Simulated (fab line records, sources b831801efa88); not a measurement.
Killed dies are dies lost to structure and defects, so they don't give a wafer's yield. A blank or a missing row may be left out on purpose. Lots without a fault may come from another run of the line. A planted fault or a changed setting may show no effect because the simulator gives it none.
Chamber matching | flow gf180mcu | GF_V5_CMP_26 on cmp-01: 4 sister chambers
The step polishes, stops on SiO2, t overpolish 15 s, target thk 0 nm. 4 wafers are shown with their chamber, then 9 later ones without.

WAFERS WITH THEIR CHAMBER
wafer  | chamber | motor_current_A (A)
L138.6 | 2       | 9.9
L147.1 | 3       | 10.0
L147.2 | 1       | 10.2
L147.3 | 0       | 9.5

WAFERS WITHOUT THEIR CHAMBER
wafer  | motor_current_A (A)
L155.4 | 9.2
L155.5 | 9.8
L155.6 | 10.7
L156.1 | 9.6
L156.3 | 10.7
L156.4 | 10.7
L157.3 | 10.5
L157.5 | 10.1
L157.6 | 9.6

WHICH CHAMBER EACH WENT THROUGH
wafer  | from the rows above               | in truth
L155.4 | can't be placed: 0 or 2 or 3      | 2
L155.5 | can't be placed: 2 or 3 or 0 or 1 | 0
L155.6 | can't be placed: 1 or 3 or 2      | 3
L156.1 | can't be placed: 0 or 2 or 3 or 1 | 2
L156.3 | can't be placed: 1 or 3 or 2      | 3
L156.4 | can't be placed: 1 or 3 or 2      | 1
L157.3 | can't be placed: 1 or 3 or 2      | 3
L157.5 | can't be placed: 1 or 3 or 2 or 0 | 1
L157.6 | can't be placed: 0 or 2 or 3 or 1 | 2
Placed correctly: 0 of 9. Can't be placed from these rows: 9 (the true chamber is among the candidates in 9). Placed wrongly: 0.
How it was worked out, from the rows above alone: a wafer's distance from a chamber is the root of the sum, over the readings, of the square of ((its reading less the chamber's mean) divided by the reading's scatter). The wafer belongs to the nearest chamber; if the next one is less than 2 further off, it can't be placed. A chamber's mean is the mean of its shown wafers. The scatter: with one shown wafer a chamber, the root of the mean of the squares of how far each hidden wafer lies from its nearest shown one.
